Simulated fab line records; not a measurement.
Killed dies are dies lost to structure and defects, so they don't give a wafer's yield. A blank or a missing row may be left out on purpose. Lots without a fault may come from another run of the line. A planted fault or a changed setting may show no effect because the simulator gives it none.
Tool commonality check ; flow gf180mcu ; 11 lots, 33 wafers sampled

## WHY THIS WAS OPENED
GF_HV_LDD_TW_MEAS_38, reading HV_LDD_3_TW: flagged on 2 of 11 lots. No-fault wafers: 1431, standard deviation 8.4.
Rule: a lot is flagged in two cases, either no wafer of it has a number, or all its wafers with numbers fall more than 4 standard deviations from that mean. As for the other lots, they are considered sound.

lot;measured;on;HV_LDD_3_TW, wafer by wafer;flag
L263;day 12 23:28;film metro-04;1420 1427 1424;
L264;day 13 06:55;film metro-03;1438 1442 1436;
L266;day 13 20:20;film metro-03;1435 1437 1434;
L267;day 14 04:33;film metro-01;1435 1430 1432;
L269;day 14 19:46;film metro-03;1443 1441 1444;
L274;day 16 16:25;film metro-04;1425 1415 1417;
L278;day 17 16:52;film metro-04;30 30 30;FLAGGED
L279;day 17 23:58;film metro-03;30 30 30;FLAGGED
L280;day 18 04:54;film metro-01;1425 1431 1432;
L281;day 18 13:29;film metro-03;1436 1428 1428;
L282;day 19 01:20;film metro-04;1431 1429 1430;
Averaged over the flagged lots the numbers come to 30, -1401 from the usual (-99 or more standard deviations).

## EACH LOT AND THE TOOL IT RAN ON
The record holds 2 process steps before the reading, out of a route of 602 steps. Every cell lists first the tool, next ch and the chambers used by the sampled wafers, and last the start.
lot;flag;GF_HV_LDD_STRIP_22;GF_HV_LDD_STRIP_37
L263;;plasma asher-03 ch 0,1, day 12 03:41;plasma asher-03 ch 0,1, day 12 23:22
L264;;plasma asher-04 ch 0,1, day 12 10:31;plasma asher-03 ch 0,1, day 13 06:49
L266;;plasma asher-04 ch 0,1, day 12 23:34;plasma asher-04 ch 0,1, day 13 20:14
L267;;plasma asher-01 ch 0,1, day 13 07:31;plasma asher-04 ch 0,1, day 14 04:26
L269;;plasma asher-04 ch 0,1, day 13 22:29;plasma asher-04 ch 0,1, day 14 19:40
L274;;plasma asher-01 ch 0,1, day 15 17:32;plasma asher-01 ch 0,1, day 16 16:19
L278;FLAGGED;plasma asher-01 ch 0,1, day 16 17:40;plasma asher-04 ch 0,1, day 17 16:46
L279;FLAGGED;plasma asher-01 ch 0,1, day 17 00:11;plasma asher-01 ch 0,1, day 17 23:53
L280;;plasma asher-01 ch 0,1, day 17 05:07;plasma asher-01 ch 0,1, day 18 04:49
L281;;plasma asher-03 ch 0,1, day 17 13:40;plasma asher-01 ch 0,1, day 18 13:23
L282;;plasma asher-01 ch 0,1, day 18 00:42;plasma asher-03 ch 0, day 19 01:14
What these steps do:
- GF_HV_LDD_STRIP_22: strips in O2/N2.
- GF_HV_LDD_STRIP_37: strips in O2/N2.
- GF_HV_LDD_TW_MEAS_38

## FLAGGED OVER TOTAL, TOOL BY TOOL (the gauges that took the reading come last)
step;tool;lots run;flagged;share of the flagged lots;sound lots run after its first flagged lot
GF_HV_LDD_STRIP_22;plasma asher-01;6;2;all;2 (L280,L282)
GF_HV_LDD_STRIP_22;plasma asher-03;2;0;none;-
GF_HV_LDD_STRIP_22;plasma asher-04;3;0;none;-
GF_HV_LDD_STRIP_37;plasma asher-01;4;1;some;2 (L280,L281)
GF_HV_LDD_STRIP_37;plasma asher-03;3;0;none;-
GF_HV_LDD_STRIP_37;plasma asher-04;4;1;some;0
GF_HV_LDD_TW_MEAS_38;film metro-01;2;0;none;-
GF_HV_LDD_TW_MEAS_38;film metro-03;5;1;some;1 (L281)
GF_HV_LDD_TW_MEAS_38;film metro-04;4;1;some;1 (L282)

## THE TABLE: WHAT IT ALLOWS
Rows of the table that ran each flagged lot: 1, that is plasma asher-01 at GF_HV_LDD_STRIP_22.
- plasma asher-01 at GF_HV_LDD_STRIP_22 ran 6 lots, 2 of them flagged. Sound lots followed the first flagged one (L280, L282) on it, something a lasting fault affecting the whole tool could not allow. On the flagged lots its readings are blank where sound lots have values: chamber pressure mTorr, drypump motor current A, heater power w, o2 flow sccm and 3 more.
Not one row of the table ran every flagged lot while running no sound lot after the first.

## WHAT THE SIMULATOR PUT IN
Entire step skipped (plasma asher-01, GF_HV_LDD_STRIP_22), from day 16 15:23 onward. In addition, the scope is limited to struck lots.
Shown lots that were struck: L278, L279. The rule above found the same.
